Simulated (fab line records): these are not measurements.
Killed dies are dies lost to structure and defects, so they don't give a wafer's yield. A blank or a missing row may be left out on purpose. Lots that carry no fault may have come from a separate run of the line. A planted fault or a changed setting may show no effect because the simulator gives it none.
Matching of chambers | flow gf180mcu | 4 sister chambers for GF_V5_CMP_26 on cmp-01
The step polishes, stops on SiO2, t overpolish 15 s, target thk 0 nm. 14 wafers are shown with their chamber, then 7 later ones without.

WAFERS, EACH WITH ITS CHAMBER
wafer  | chamber | motorCurrentA (A) | timeToEndpointS (s) | overpolishRunS (s)
L352.3 | 1       | 11.8              | 82                  | 15.004
L352.4 | 0       | 11.9              | 80                  | 14.997
L352.5 | 2       | 10.5              | 82                  | 14.982
L355.2 | 0       | 11.7              | 90                  | 15.002
L355.3 | 3       | 12.0              | 93                  | 15.003
L355.5 | 0       | 11.7              | 90                  | 14.995
L359.2 | 3       | 11.0              | 91                  | 14.988
L359.3 | 1       | 12.2              | 88                  | 15.001
L359.5 | 0       | 11.6              | 83                  | 15.003
L362.1 | 0       | 12.2              | 90                  | 15.020
L362.3 | 3       | 11.6              | 89                  | 15.005
L362.4 | 2       | 9.6               | 86                  | 14.996
L365.3 | 2       | 9.8               | 88                  | 15.000
L365.5 | 1       | 11.8              | 86                  | 15.005

SIGNATURES (means of the wafers above)
reading         | chamber 0 | chamber 1 | chamber 2 | chamber 3 | scatter within a chamber
motorCurrentA   | 11.820    | 11.933    | 9.967     | 11.533    | 0.359
timeToEndpointS | 86.60     | 85.33     | 85.33     | 91.00     | 3.7
overpolishRunS  | 15.00340  | 15.00333  | 14.99267  | 14.99867  | 0.00866
Rule: a wafer lies at a distance from a chamber equal to the root of the sum of squares, over the readings, of (its reading less the chamber's mean, divided by the reading's scatter). If the next closest chamber is less than 2 further off than the closest, the wafer can't be placed; otherwise it belongs to the closest. The scatter: the root of (the sum of the squares of (reading less its chamber's mean) over the shown wafers, divided by (wafers less chambers)).

WAFERS WITH NO CHAMBER GIVEN
wafer  | motorCurrentA (A) | timeToEndpointS (s) | overpolishRunS (s)
L365.6 | 11.7              | 89                  | 15.014
L367.1 | 12.3              | 92                  | 15.009
L367.3 | 11.6              | 90                  | 15.013
L367.6 | 11.8              | 90                  | 14.988
L373.2 | 12.5              | 92                  | 14.999
L373.4 | 12.1              | 94                  | 14.987
L373.5 | 11.5              | 94                  | 15.007

WHICH CHAMBER EACH WENT THROUGH
wafer  | from the rows above          | in truth
L365.6 | can't be placed: 0 or 1 or 3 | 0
L367.1 | can't be placed: 0 or 1 or 3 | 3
L367.3 | can't be placed: 0 or 3 or 1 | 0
L367.6 | can't be placed: 3 or 0 or 1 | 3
L373.2 | can't be placed: 0 or 1 or 3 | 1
L373.4 | can't be placed: 3 or 0 or 1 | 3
L373.5 | can't be placed: 3 or 0 or 1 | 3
Correct placement for 0 of the 7. Not placeable from these rows: 7 (in 7, the candidates include the true chamber). Placed wrongly: 0.
